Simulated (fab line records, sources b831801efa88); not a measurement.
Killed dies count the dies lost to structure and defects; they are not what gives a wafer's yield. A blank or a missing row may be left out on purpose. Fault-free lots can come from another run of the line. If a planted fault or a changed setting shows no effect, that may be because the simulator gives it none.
One fault seen from 2 desks -- flow sky130 -- each desk holds nothing but its own numbers, with what lay behind them at the end

## DESK OF THE TOOL OWNER: implanter-01
For each lot that ran on this tool, the mean over its sampled wafers that have a number, from the tool's own readings at SKY_LDD_HVP_IMPLANT_08. Marked OUT: a lot whose mean sits more than 4 standard deviations from the usual mean, which makes it out of limits; the brackets give that distance.
Columns: A = beam energy keV at SKY_LDD_HVP_IMPLANT_08, usual 20.000
lot,first seen here,A
L748,day 21 16:03,20.004
L749,day 21 21:04,19.999
L757,day 25 02:00,23.106 (+99 or more) OUT
L758,day 25 22:03,23.121 (+99 or more) OUT
L769,day 28 19:41,20.003
L771,day 29 22:06,20.002
This desk's verdict: out of limits on L757, L758, starting with L757 at day 25 02:00 (beam energy keV at SKY_LDD_HVP_IMPLANT_08). L748, L749, L769, L771 stayed within limits.

## THE METROLOGY DESK
Lot by lot, what the gauges showed, no matter which tool ran the lot: averages of those sampled wafers that carry a number. Marked OUT: a lot whose mean sits more than 4 standard deviations from the usual mean, which makes it out of limits; the brackets give that distance.
Columns: A = LDD_HVN_TW at SKY_LDD_HVN_TW_MEAS_10, usual 1463; B = LDD_HVP_TW at SKY_LDD_HVP_TW_MEAS_10, usual 458
lot,first seen here,A,B
L748,day 20 09:18,1449,456
L749,day 20 15:19,1434,458
L757,day 23 20:19,1484,469
L758,day 24 16:53,1461,470
L764,day 26 02:20,1471,454
L765,day 26 12:30,1469,464
L766,day 26 21:03,1450,457
L767,day 27 03:24,1433,463
L768,day 27 06:55,1484,456
L769,day 27 15:41,1454,457
L770,day 28 15:28,1458,458
L771,day 28 18:16,1438,459
Result from this desk: across the 12 lots, nothing is out of limits.

## TAKEN TOGETHER
An alarm could have come from the tool owner's desk at day 25 02:00, on L757, L758.
The metrology desk saw nothing out of limits.
The metrology desk holds a record of L757, L758, inside its limits.
Every lot named ran SKY_LDD_HVP_IMPLANT_08 on implanter-01.

## WHAT THE SIMULATOR PUT IN
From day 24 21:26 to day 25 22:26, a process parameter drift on implanter-01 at SKY_LDD_HVP_IMPLANT_08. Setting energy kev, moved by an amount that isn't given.
Shown lots that were struck: L757, L758.
Hours from the fault's start to each desk's first reading out of limits: the tool owner's desk, 5.
